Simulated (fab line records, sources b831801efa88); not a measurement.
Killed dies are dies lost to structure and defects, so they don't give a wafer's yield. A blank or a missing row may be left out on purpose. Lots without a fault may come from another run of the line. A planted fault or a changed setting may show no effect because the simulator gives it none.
Split-lot experiment | flow gf180mcu | 5 lots, 23 wafers read, on a route of 602 steps

THE SPLIT
At GF_V4_PEB_12 (peb time 90 s), the setting peb_temp_c was moved away from the recipe's 135 C on 11 of the 23 wafers read, by -2.8% to +2.9%. The other wafers ran this setting at the recipe's value.

FROM THE SPLIT TO THE READING: what the file shows between them, 1 step
- GF_V4_DEVELOP_13: develop time 60 s

THE READING
cd_nm, in nm, at GF_V4_CD_MEAS_14 (target cd 260 nm). Fault-free wafers of this fab line usually give 260.4 nm, standard deviation 1.2 nm.

wafer  | tool, chamber at the split | peb_temp_c as run, C | against the recipe | cd_nm, nm | against lot-mates on the recipe
L074.2 | litho_track-04, 0          | 138.8                | +2.8%              | 269.1     | +8.1
L074.3 | litho_track-04, 0          | 135                  | recipe             | 260.7     | -
L074.4 | litho_track-04, 0          | 138.8                | +2.8%              | 268.9     | +7.9
L074.5 | litho_track-04, 0          | 135                  | recipe             | 261.3     | -
L074.6 | litho_track-04, 0          | 138.8                | +2.8%              | 269.8     | +8.8
L078.1 | litho_track-04, 0          | 137.7                | +2.0%              | 267.6     | +8.4
L078.2 | litho_track-04, 0          | 137.7                | +2.0%              | 263.5     | +4.2
L078.4 | litho_track-04, 0          | 135                  | recipe             | 260.2     | -
L078.5 | litho_track-04, 0          | 137.7                | +2.0%              | 268.0     | +8.8
L078.6 | litho_track-04, 0          | 135                  | recipe             | 258.3     | -
L082.2 | litho_track-04, 0          | 135                  | recipe             | 258.6     | -
L082.3 | litho_track-04, 0          | 135                  | recipe             | 260.0     | -
L082.4 | litho_track-04, 0          | 135                  | recipe             | 259.9     | -
L084.1 | litho_track-02, 0          | 135                  | recipe             | 263.8     | -
L084.2 | litho_track-02, 0          | 135                  | recipe             | 263.8     | -
L084.3 | litho_track-02, 0          | 131.2                | -2.8%              | 249.6     | -14.0
L084.4 | litho_track-02, 0          | 131.2                | -2.8%              | 251.7     | -11.9
L084.6 | litho_track-02, 0          | 135                  | recipe             | 263.2     | -
L085.1 | litho_track-04, 0          | 138.9                | +2.9%              | 269.9     | +9.1
L085.3 | litho_track-04, 0          | 135                  | recipe             | 260.7     | -
L085.4 | litho_track-04, 0          | 138.9                | +2.9%              | 268.2     | +7.4
L085.5 | litho_track-04, 0          | 135                  | recipe             | 260.8     | -
L085.6 | litho_track-04, 0          | 138.9                | +2.9%              | 270.0     | +9.2

THE FIT
A straight line over all 23 wafers: cd_nm changes by +3.14 nm for each +1% of peb_temp_c; r = +0.96; the points scatter about the line by 1.7 nm.
The same after taking each lot's own level away (the mean of its wafers on the recipe; 23 wafers): +3.55 nm for each +1%; r = +0.97; scatter 1.4 nm.
On that fit, the largest move of peb_temp_c shifts the reading by 10 nm.
The lots' own levels span 259.25 to 263.60 nm, that is 3.6 times the standard deviation above.
So the lot-to-lot level changes the slope: the two fits differ.
Check: with one of the wafers moved furthest among these (+2.9%) left out of the fit, the line predicts +9.62 nm for it against its lot-mates. It came out at +9.15 nm against them.

OTHER SPLITS ON THESE WAFERS
These wafers also went through other splits before the reading. Each is held against what the fit with the lots' levels taken away leaves over:
other split on the same wafers | wafers away from the commonest value | r with cd_nm (lot level and that fit taken away)
GF_M3_SPUTTER_00 power_w       | 4                                    | +0.09
GF_V3_CVD_02 time_s            | 5                                    | -0.06
GF_M4_SPUTTER_02 time_s        | 4                                    | -0.14
GF_M4_PEB_12 peb_temp_c        | 8                                    | +0.26
GF_V4_CVD_00 sih4_flow_sccm    | 11                                   | -0.36
GF_V4_COAT_09 resist_thk_nm    | 6                                    | -0.47

THE WHOLE CHAIN: every reading that the file lists as answering this split, in the file's order
step             | what it does      | reading                                                   | change (the file's fit)              | r (the file's)
GF_V4_DEVELOP_13 | develop time 60 s | V4.cd_nm (the simulator's own value, which no gauge read) | +3.52 nm for each +1% of the setting | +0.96
GF_V4_CD_MEAS_14 | target cd 260 nm  | cd_nm                                                     | +3.51 nm for each +1% of the setting | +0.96

THE FILE'S OWN FIT
cd_nm changes by +3.51 nm for each +1% of peb_temp_c, r = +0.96.
